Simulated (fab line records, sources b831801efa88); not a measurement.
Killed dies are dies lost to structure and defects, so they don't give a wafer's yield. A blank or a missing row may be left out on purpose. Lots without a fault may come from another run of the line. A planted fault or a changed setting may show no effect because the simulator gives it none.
fab line records | flow sky130 | part 1 of 2: steps 1 to 31 of 42
record lots=5 wafers=15 last_day=50
route steps=708 shown LDD_N@241 LDD_P@255 LDD_HVN@267 LDD_HVP@278
lots that met no fault: from a run of the same line without faults
start_h: hours from the record's first day to the start of the lot's first wafer shown | wait_h: hours since the lot's step before | " the same as in the row above | L1.1+2: a row that stands for several wafers | - no value, or no start given | * or withheld: withheld | < > ~ a bound
route shown NAME@n: a module of which the file shows steps, and the number in the route of the first | usual: mean/standard deviation of fault-free wafers | same: alike in all rows | chamber/n: place in a boat | sites: the reading at each site | _std_site: their standard deviation | _edge_site: outer sites' mean less inner sites' | radius_mm: how far each site lies from the wafer's centre | mask NAME#n: copy n | behind: the tool/chamber that last shaped the wafer | hold: why the lot was held/for how many hours/how that ended | device: the transistor (n, p or np) that didn't switch | end of line: the same wafers' tests at the end of the route | a step without rows: its recipe alone | killed: dies lost to structure and defects at the first sort, not the wafer's yield | map: a wafer's dies, x killed, . not, _ none there
set.NAME: the setting as run; set.NAME@STEP: as run at that earlier step | model.NAME: the simulator's own value behind a step, which no gauge read
lots at some steps of the route; a table a step, a row a wafer
services: from which hour (start_h, from the record's first day; less than 0 if before it) a tool's chamber was out of use, for how many hours, and why
## steps
# step SKY_LDD_N_EXPOSE_04
# recipe mask_id=NTM target_cd_nm=840 na=0.6 source_shape=conventional sigma_outer=0.6 dose_mj=110
# same na=0.6
# columns lot.wafer tool chamber start_h wait_h mask
L075.1+4+6 iline_stepper-01 0 - - NTM#0
L079.1+4+5 iline_stepper-01 0 - - NTM#0
L086.3+4+5 iline_stepper-01 0 - - NTM#0
L089.2+4+6 iline_stepper-02 0 - - NTM#0
L097.1+2+4 iline_stepper-02 0 - - NTM#0
# step SKY_LDD_N_PEB_05
# recipe temp_c=withheld time_s=* resist=NOVOLAK
# usual exhaust_pa=45.0/0.89
# columns lot.wafer tool chamber start_h wait_h exhaust_pa
L075.1 litho_track-02 0 - - 45.8
L075.4 " 0 " " 45.1
L075.6 " 0 " " 47.3
L079.1 litho_track-02 0 - - 45.4
L079.4 " 0 " " 44.3
L079.5 " 0 " " 44.1
L086.3 litho_track-01 0 - - 44.3
L086.4 " 0 " " 44.7
L086.5 " 0 " " 44.6
L089.2 litho_track-04 0 - - 45.3
L089.4 " 0 " " 45.1
L089.6 " 0 " " 44.7
L097.1 litho_track-01 0 - - 45.1
L097.2 " 0 " " 45.4
L097.4 " 0 " " 43.7
# step SKY_LDD_N_DEVELOP_06
# recipe develop_time_s=60 dev_temp_c=23
# usual exhaust_pa=45.1/0.94
# columns lot.wafer tool chamber start_h wait_h exhaust_pa
L075.1 litho_track-02 0 401.39 0.1 46.3
L075.4 " 0 " " 46.4
L075.6 " 0 " " 46.0
L079.1 litho_track-02 0 440.64 0.1 44.5
L079.4 " 0 " " 46.1
L079.5 " 0 " " 44.7
L086.3 litho_track-01 0 521.25 0.1 46.2
L086.4 " 0 " " 44.6
L086.5 " 0 " " 45.2
L089.2 litho_track-04 0 550.31 0.1 46.0
L089.4 " 0 " " 44.4
L089.6 " 0 " " 45.0
L097.1 litho_track-01 0 600.95 0.1 45.9
L097.2 " 0 " " 45.4
L097.4 " 0 " " 46.5
# step SKY_LDD_N_OVL_MEAS_07
# usual LDD_N_OVL=-1.2/1.2
# columns lot.wafer tool chamber start_h wait_h LDD_N_OVL[nm]
L075.1 overlay-02 - 401.54 0.1 -3.3
L075.4 " - " " -0.6
L075.6 " - " " -1.2
L079.1 overlay-01 - 440.79 0.1 -0.6
L079.4 " - " " -3.3
L079.5 " - " " -1.9
L086.3 overlay-01 - 521.36 0.1 -0.7
L086.4 " - " " -0.5
L086.5 " - " " -2.0
L089.2 overlay-01 - 550.44 0.1 0.3
L089.4 " - " " -1.9
L089.6 " - " " -0.7
L097.1 overlay-02 - 601.10 0.1 -0.9
L097.2 " - " " -0.9
L097.4 " - " " 0.3
# step SKY_LDD_N_IMPLANT_08
# recipe species=As energy_kev=20 dose_cm2=7.5e+13 tilt_deg=withheld rotation_deg=23
# columns lot.wafer tool chamber start_h wait_h
L075.1+4+6 implanter-03 0 401.58 0.0
L079.1+4+5 implanter-02 0 440.83 0.0
L086.3+4+5 implanter-02 0 521.43 0.1
L089.2+4+6 implanter-03 0 550.50 0.0
L097.1+2+4 implanter-02 0 601.13 0.0
# step SKY_LDD_N_IMPLANT_09
# recipe species=As energy_kev=20 dose_cm2=7.5e+13 tilt_deg=withheld rotation_deg=113
# columns lot.wafer tool chamber start_h wait_h
L075.1+4+6 implanter-03 0 401.73 0.1
L079.1+4+5 implanter-02 0 440.98 0.1
L086.3+4+5 implanter-02 0 521.58 0.1
L089.2+4+6 implanter-03 0 550.65 0.1
L097.1+2+4 implanter-02 0 601.28 0.1
# step SKY_LDD_N_IMPLANT_10
# recipe species=As energy_kev=20 dose_cm2=7.5e+13 tilt_deg=withheld rotation_deg=203
# columns lot.wafer tool chamber start_h wait_h
L075.1+4+6 implanter-03 0 401.88 0.1
L079.1+4+5 implanter-02 0 441.13 0.1
L086.3+4+5 implanter-02 0 521.73 0.1
L089.2+4+6 implanter-03 0 550.80 0.1
L097.1+2+4 implanter-02 0 601.43 0.1
# step SKY_LDD_N_IMPLANT_11
# recipe species=As energy_kev=20 dose_cm2=7.5e+13 tilt_deg=withheld rotation_deg=293
# columns lot.wafer tool chamber start_h wait_h
L075.1+4+6 implanter-03 0 402.03 0.1
L079.1+4+5 implanter-02 0 441.28 0.1
L086.3+4+5 implanter-02 0 521.88 0.1
L089.2+4+6 implanter-03 0 550.95 0.1
L097.1+2+4 implanter-02 0 601.58 0.1
# step SKY_LDD_N_IMPLANT_12
# recipe species=BF2 energy_kev=50 dose_cm2=5e+12 tilt_deg=30 rotation_deg=0
# columns lot.wafer tool chamber start_h wait_h
L075.1+4+6 implanter-03 0 402.18 0.1
L079.1+4+5 implanter-02 0 441.43 0.1
L086.3+4+5 implanter-02 0 522.03 0.1
L089.2+4+6 implanter-03 0 551.10 0.1
L097.1+2+4 implanter-02 0 601.73 0.1
# step SKY_LDD_N_IMPLANT_13
# recipe species=BF2 energy_kev=50 dose_cm2=5e+12 tilt_deg=30 rotation_deg=90
# columns lot.wafer tool chamber start_h wait_h
L075.1+4+6 implanter-03 0 402.33 0.1
L079.1+4+5 implanter-02 0 441.58 0.1
L086.3+4+5 implanter-02 0 522.18 0.1
L089.2+4+6 implanter-03 0 551.25 0.1
L097.1+2+4 implanter-02 0 601.88 0.1
# step SKY_LDD_N_IMPLANT_14
# recipe species=BF2 energy_kev=50 dose_cm2=5e+12 tilt_deg=30 rotation_deg=180
# columns lot.wafer tool chamber start_h wait_h
L075.1+4+6 implanter-03 0 402.48 0.1
L079.1+4+5 implanter-02 0 441.73 0.1
L086.3+4+5 implanter-02 0 522.33 0.1
L089.2+4+6 implanter-03 0 551.40 0.1
L097.1+2+4 implanter-02 0 602.03 0.1
# step SKY_LDD_N_IMPLANT_15
# recipe species=BF2 energy_kev=50 dose_cm2=5e+12 tilt_deg=30 rotation_deg=270
# columns lot.wafer tool chamber start_h wait_h
L075.1+4+6 implanter-03 0 402.63 0.1
L079.1+4+5 implanter-02 0 441.88 0.1
L086.3+4+5 implanter-02 0 522.48 0.1
L089.2+4+6 implanter-03 0 551.55 0.1
L097.1+2+4 implanter-02 0 602.18 0.1
# step SKY_LDD_N_STRIP_16
# recipe chemistry=O2/N2 power_w=1400 pressure_mtorr=1500 platen_temp_c=withheld o2_flow_sccm=3000 n2_flow_sccm=300 overash_fraction=0.5
# usual drypump_motor_current_A=5.5/0.36 oes_product_au=0.407/0.0042 strip_time_to_endpoint_s=4.314/0.013
# columns lot.wafer tool chamber start_h wait_h drypump_motor_current_A oes_product_au rf_hours_counter_h strip_time_to_endpoint_s
L075.1 plasma_asher-03 1 402.78 0.1 5.9 0.409 70 4.302
L075.4 " 1 " " 5.9 0.404 - 4.300
L075.6 " 1 " " 5.9 0.408 - 4.333
L079.1 plasma_asher-04 1 442.03 0.1 5.0 0.412 62 4.315
L079.4 " 0 " " 5.4 0.407 - 4.335
L079.5 " 1 " " 5.0 0.402 - 4.304
L086.3 plasma_asher-04 1 522.61 0.1 5.0 0.414 - 4.326
L086.4 " 0 " " 5.3 0.417 - 4.340
L086.5 " 0 " " 5.4 0.405 - 4.343
L089.2 plasma_asher-04 0 551.67 0.1 5.3 0.405 75 4.316
L089.4 " 1 " " 5.0 0.409 - 4.309
L089.6 " 0 " " 5.3 0.408 - 4.311
L097.1 plasma_asher-03 1 602.33 0.1 5.9 0.404 19 4.305
L097.2 " 0 " " 6.0 0.401 19 4.311
L097.4 " 0 " " 6.0 0.406 - 4.334
# step SKY_LDD_N_TW_MEAS_17
# usual LDD_N_TW=2567/16
# columns lot.wafer tool chamber start_h wait_h LDD_N_TW
L075.1 film_metro-02 - 402.88 0.1 2570
L075.4 " - " " 2598
L075.6 " - " " 2579
L079.1 film_metro-03 - 442.13 0.1 2571
L079.4 " - " " 2567
L079.5 " - " " 2574
L086.3 film_metro-02 - 522.70 0.1 2571
L086.4 " - " " 2580
L086.5 " - " " 2575
L089.2 film_metro-03 - 551.78 0.1 2560
L089.4 " - " " 2570
L089.6 " - " " 2569
L097.1 film_metro-02 - 602.43 0.1 2575
L097.2 " - " " 2577
L097.4 " - " " 2579
# step SKY_LDD_P_DEHYDRATE_00
# recipe temp_c=200 time_s=60
# usual exhaust_pa=44.9/0.79
# columns lot.wafer tool chamber start_h wait_h exhaust_pa
L075.1 litho_track-04 0 417.74 14.9 45.1
L075.4 " 0 " " 45.9
L075.6 " 0 " " 46.2
L079.1 litho_track-04 0 457.14 15.0 44.6
L079.4 " 0 " " 43.9
L079.5 " 0 " " 43.0
L086.3 litho_track-02 0 537.54 14.8 44.6
L086.4 " 0 " " 45.1
L086.5 " 0 " " 44.4
L089.2 litho_track-03 0 565.60 13.8 45.6
L089.4 " 0 " " 45.0
L089.6 " 0 " " 45.9
L097.1 litho_track-03 0 616.03 13.6 45.1
L097.2 " 0 " " 44.7
L097.4 " 0 " " 44.3
# step SKY_LDD_P_HMDS_01
# recipe prime_time_s=60 prime_temp_c=120
# usual exhaust_pa=44.8/0.8
# columns lot.wafer tool chamber start_h wait_h exhaust_pa
L075.1 litho_track-04 0 417.89 0.1 45.3
L075.4 " 0 " " 45.3
L075.6 " 0 " " 44.6
L079.1 litho_track-04 0 457.29 0.1 45.3
L079.4 " 0 " " 45.5
L079.5 " 0 " " 45.4
L086.3 litho_track-02 0 537.69 0.1 44.6
L086.4 " 0 " " 44.0
L086.5 " 0 " " 45.1
L089.2 litho_track-03 0 565.75 0.1 43.9
L089.4 " 0 " " 46.3
L089.6 " 0 " " 44.7
L097.1 litho_track-03 0 616.18 0.1 45.5
L097.2 " 0 " " 44.2
L097.4 " 0 " " 45.5
# step SKY_LDD_P_COAT_02
# recipe resist=NOVOLAK spin_rpm=3000 resist_thk_nm=1119
# usual exhaust_pa=45.1/0.89
# columns lot.wafer tool chamber start_h wait_h exhaust_pa
L075.1 litho_track-04 0 418.04 0.1 43.9
L075.4 " 0 " " 45.0
L075.6 " 0 " " 44.6
L079.1 litho_track-04 0 457.44 0.1 46.1
L079.4 " 0 " " 45.7
L079.5 " 0 " " 45.2
L086.3 litho_track-02 0 537.84 0.1 44.4
L086.4 " 0 " " 45.4
L086.5 " 0 " " 44.7
L089.2 litho_track-03 0 565.90 0.1 45.6
L089.4 " 0 " " 45.9
L089.6 " 0 " " 45.1
L097.1 litho_track-03 0 616.33 0.1 46.2
L097.2 " 0 " " 45.4
L097.4 " 0 " " 45.5
# step SKY_LDD_P_SOFTBAKE_03
# recipe temp_c=90 time_s=60 resist=NOVOLAK
# usual exhaust_pa=45.0/0.89
# columns lot.wafer tool chamber start_h wait_h exhaust_pa
L075.1 litho_track-04 0 418.19 0.1 46.0
L075.4 " 0 " " 45.8
L075.6 " 0 " " 46.3
L079.1 litho_track-04 0 457.59 0.1 45.2
L079.4 " 0 " " 45.1
L079.5 " 0 " " 43.5
L086.3 litho_track-02 0 537.99 0.1 46.0
L086.4 " 0 " " 44.0
L086.5 " 0 " " 44.0
L089.2 litho_track-03 0 566.05 0.1 45.7
L089.4 " 0 " " 45.4
L089.6 " 0 " " 43.7
L097.1 litho_track-03 0 616.48 0.1 45.7
L097.2 " 0 " " 44.4
L097.4 " 0 " " 45.6
# step SKY_LDD_P_EXPOSE_04
# recipe mask_id=PSDM na=0.6 source_shape=conventional sigma_outer=0.6 polarization=unpolarized target_cd_nm=380 dose_mj=138
# same na=0.6
# columns lot.wafer tool chamber start_h wait_h mask
L075.1+4+6 iline_stepper-01 0 - - PSDM#0
L079.1+4+5 iline_stepper-01 0 - - PSDM#0
L086.3+4+5 iline_stepper-01 0 - - PSDM#0
L089.2+4+6 iline_stepper-01 0 - - PSDM#0
L097.1+2+4 iline_stepper-02 0 - - PSDM#0
# step SKY_LDD_P_PEB_05
# recipe temp_c=withheld time_s=* resist=NOVOLAK
# usual exhaust_pa=45.0/0.9
# columns lot.wafer tool chamber start_h wait_h exhaust_pa
L075.1 litho_track-03 0 - - 44.2
L075.4 " 0 " " 44.3
L075.6 " 0 " " 43.1
L079.1 litho_track-04 0 - - 45.7
L079.4 " 0 " " 45.2
L079.5 " 0 " " 45.2
L086.3 litho_track-02 0 - - 45.5
L086.4 " 0 " " 46.2
L086.5 " 0 " " 45.2
L089.2 litho_track-04 0 - - 45.1
L089.4 " 0 " " 46.9
L089.6 " 0 " " 44.7
L097.1 litho_track-02 0 - - 45.1
L097.2 " 0 " " 44.3
L097.4 " 0 " " 45.4
# step SKY_LDD_P_DEVELOP_06
# recipe resist=NOVOLAK developer=TMAH develop_time_s=60 dev_temp_c=23
# usual exhaust_pa=44.9/0.94
# columns lot.wafer tool chamber start_h wait_h exhaust_pa
L075.1 litho_track-03 0 433.38 0.1 45.5
L075.4 " 0 " " 45.4
L075.6 " 0 " " 44.4
L079.1 litho_track-04 0 472.34 0.1 45.1
L079.4 " 0 " " 45.1
L079.5 " 0 " " 44.0
L086.3 litho_track-02 0 553.59 0.1 42.8
L086.4 " 0 " " 44.8
L086.5 " 0 " " 44.4
L089.2 litho_track-04 0 581.06 0.1 45.2
L089.4 " 0 " " 43.2
L089.6 " 0 " " 44.7
L097.1 litho_track-02 0 630.49 0.1 46.4
L097.2 " 0 " " 46.8
L097.4 " 0 " " 45.9
# step SKY_LDD_P_CD_MEAS_07
# recipe target_cd_nm=380
# usual cd_nm=379.6/2.2
# columns lot.wafer tool chamber start_h wait_h cd_nm
L075.1 cd_sem-02 - 433.53 0.1 380.8
L075.4 " - " " 381.9
L075.6 " - " " 380.5
L079.1 cd_sem-02 - 472.49 0.1 381.2
L079.4 " - " " 383.9
L079.5 " - " " 381.1
L086.3 cd_sem-02 - 553.73 0.1 382.3
L086.4 " - " " 378.4
L086.5 " - " " 378.6
L089.2 cd_sem-02 - 581.21 0.1 378.7
L089.4 " - " " 378.9
L089.6 " - " " 380.6
L097.1 cd_sem-01 - 630.64 0.1 383.2
L097.2 " - " " 381.9
L097.4 " - " " 382.7
# step SKY_LDD_P_OVL_MEAS_08
# usual LDD_P_OVL=1.1/1.2
# columns lot.wafer tool chamber start_h wait_h LDD_P_OVL[nm]
L075.1 overlay-02 - 433.65 0.1 -1.6
L075.4 " - " " 0.2
L075.6 " - " " 0.1
L079.1 overlay-01 - 472.61 0.1 0.6
L079.4 " - " " 0.2
L079.5 " - " " 0.4
L086.3 overlay-02 - 553.82 0.1 0.8
L086.4 " - " " 1.7
L086.5 " - " " 1.4
L089.2 overlay-02 - 581.31 0.1 2.6
L089.4 " - " " 4.0
L089.6 " - " " 2.5
L097.1 overlay-01 - 630.76 0.1 1.2
L097.2 " - " " 1.0
L097.4 " - " " 0.6
# step SKY_LDD_P_IMPLANT_09
# recipe species=BF2 energy_kev=25 dose_cm2=1e+13 tilt_deg=withheld
# columns lot.wafer tool chamber start_h wait_h
L075.1+4+6 implanter-04 0 433.68 0.0
L079.1+4+5 implanter-04 0 472.65 0.0
L086.3+4+5 implanter-04 0 553.89 0.1
L089.2+4+6 implanter-01 0 581.37 0.0
L097.1+2+4 implanter-01 0 630.79 0.0
# step SKY_LDD_P_STRIP_10
# recipe chemistry=O2/N2 power_w=1400 pressure_mtorr=1500 platen_temp_c=withheld o2_flow_sccm=3000 n2_flow_sccm=300 overash_fraction=0.5
# usual drypump_motor_current_A=5.35/0.19 oes_product_au=0.716/0.0044 strip_time_to_endpoint_s=13.93/0.039
# columns lot.wafer tool chamber start_h wait_h drypump_motor_current_A oes_product_au rf_hours_counter_h strip_time_to_endpoint_s
L075.1 plasma_asher-02 1 433.83 0.1 5.46 0.718 72 13.93
L075.4 " 1 " " 5.50 0.720 - 13.96
L075.6 " 1 " " 5.51 0.716 - 13.96
L079.1 plasma_asher-04 1 472.80 0.1 4.97 0.713 67 14.01
L079.4 " 0 " " 5.36 0.720 - 13.98
L079.5 " 1 " " 4.99 0.720 - 13.99
L086.3 plasma_asher-01 1 554.03 0.1 5.50 0.707 - 13.91
L086.4 " 0 " " 5.44 0.715 - 13.99
L086.5 " 1 " " 5.49 0.714 - 13.95
L089.2 plasma_asher-01 0 581.49 0.1 5.43 0.716 47 13.85
L089.4 " 0 " " 5.44 0.717 - 13.92
L089.6 " 0 " " 5.43 0.719 - 13.88
L097.1 plasma_asher-02 0 630.94 0.1 5.61 0.720 84 13.94
L097.2 " 1 " " 5.46 0.716 84 13.92
L097.4 " 1 " " 5.48 0.719 - 13.84
# step SKY_LDD_P_TW_MEAS_11
# usual LDD_P_TW=631/6.1
# columns lot.wafer tool chamber start_h wait_h LDD_P_TW
L075.1 film_metro-04 - 433.93 0.1 643
L075.4 " - " " 643
L075.6 " - " " 646
L079.1 film_metro-03 - 472.90 0.1 628
L079.4 " - " " 631
L079.5 " - " " 633
L086.3 film_metro-03 - 554.11 0.1 629
L086.4 " - " " 626
L086.5 " - " " 627
L089.2 film_metro-03 - 581.60 0.1 631
L089.4 " - " " 624
L089.6 " - " " 627
L097.1 film_metro-03 - 631.04 0.1 632
L097.2 " - " " 629
L097.4 " - " " 629
# step SKY_LDD_HVN_DEHYDRATE_00
# recipe temp_c=200 time_s=60
# usual exhaust_pa=45.1/0.84
# columns lot.wafer tool chamber start_h wait_h exhaust_pa
L075.1 litho_track-01 0 449.35 15.4 45.7
L075.4 " 0 " " 45.1
L075.6 " 0 " " 45.2
L079.1 litho_track-03 0 487.28 14.4 44.7
L079.4 " 0 " " 45.9
L079.5 " 0 " " 46.9
L086.3 litho_track-03 0 568.08 14.0 46.4
L086.4 " 0 " " 45.1
L086.5 " 0 " " 45.1
L089.2 litho_track-01 0 595.12 13.5 46.6
L089.4 " 0 " " 43.7
L089.6 " 0 " " 43.3
L097.1 litho_track-01 0 644.84 13.8 44.8
L097.2 " 0 " " 45.5
L097.4 " 0 " " 44.4
# step SKY_LDD_HVN_HMDS_01
# recipe prime_time_s=60 prime_temp_c=120
# usual exhaust_pa=45.1/0.85
# columns lot.wafer tool chamber start_h wait_h exhaust_pa
L075.1 litho_track-01 0 449.50 0.1 45.8
L075.4 " 0 " " 45.2
L075.6 " 0 " " 45.1
L079.1 litho_track-03 0 487.43 0.1 46.6
L079.4 " 0 " " 45.8
L079.5 " 0 " " 45.4
L086.3 litho_track-03 0 568.23 0.1 44.6
L086.4 " 0 " " 44.8
L086.5 " 0 " " 45.6
L089.2 litho_track-01 0 595.27 0.1 45.0
L089.4 " 0 " " 44.0
L089.6 " 0 " " 44.4
L097.1 litho_track-01 0 644.99 0.1 44.8
L097.2 " 0 " " 45.4
L097.4 " 0 " " 45.9
# step SKY_LDD_HVN_COAT_02
# recipe resist=NOVOLAK spin_rpm=3000 resist_thk_nm=300
# usual exhaust_pa=44.9/0.85
# columns lot.wafer tool chamber start_h wait_h exhaust_pa
L075.1 litho_track-01 0 449.65 0.1 45.0
L075.4 " 0 " " 45.8
L075.6 " 0 " " 45.7
L079.1 litho_track-03 0 487.58 0.1 43.9
L079.4 " 0 " " 44.8
L079.5 " 0 " " 45.8
L086.3 litho_track-03 0 568.38 0.1 45.6
L086.4 " 0 " " 44.9
L086.5 " 0 " " 44.1
L089.2 litho_track-01 0 595.42 0.1 46.1
L089.4 " 0 " " 45.3
L089.6 " 0 " " 44.7
L097.1 litho_track-01 0 645.14 0.1 44.7
L097.2 " 0 " " 43.4
L097.4 " 0 " " 44.1
# step SKY_LDD_HVN_SOFTBAKE_03
# recipe temp_c=90 time_s=60 resist=NOVOLAK
# usual exhaust_pa=45.1/1
# columns lot.wafer tool chamber start_h wait_h exhaust_pa
L075.1 litho_track-01 0 449.80 0.1 45.5
L075.4 " 0 " " 44.7
L075.6 " 0 " " 45.1
L079.1 litho_track-03 0 487.73 0.1 44.8
L079.4 " 0 " " 45.1
L079.5 " 0 " " 44.6
L086.3 litho_track-03 0 568.53 0.1 45.7
L086.4 " 0 " " 45.9
L086.5 " 0 " " 45.1
L089.2 litho_track-01 0 595.57 0.1 46.9
L089.4 " 0 " " 47.2
L089.6 " 0 " " 47.5
L097.1 litho_track-01 0 645.29 0.1 44.6
L097.2 " 0 " " 45.0
L097.4 " 0 " " 44.5
# step SKY_LDD_HVN_EXPOSE_04
# recipe mask_id=HVNTM na=0.6 source_shape=conventional sigma_outer=0.6 polarization=unpolarized target_cd_nm=700 dose_mj=127
# same na=0.6
# columns lot.wafer tool chamber start_h wait_h mask
L075.1+4+6 iline_stepper-01 0 - - HVNTM#0
L079.1+4+5 iline_stepper-02 0 - - HVNTM#0
L086.3+4+5 iline_stepper-01 0 - - HVNTM#0
L089.2+4+6 iline_stepper-02 0 - - HVNTM#0
L097.1+2+4 iline_stepper-01 0 - - HVNTM#0
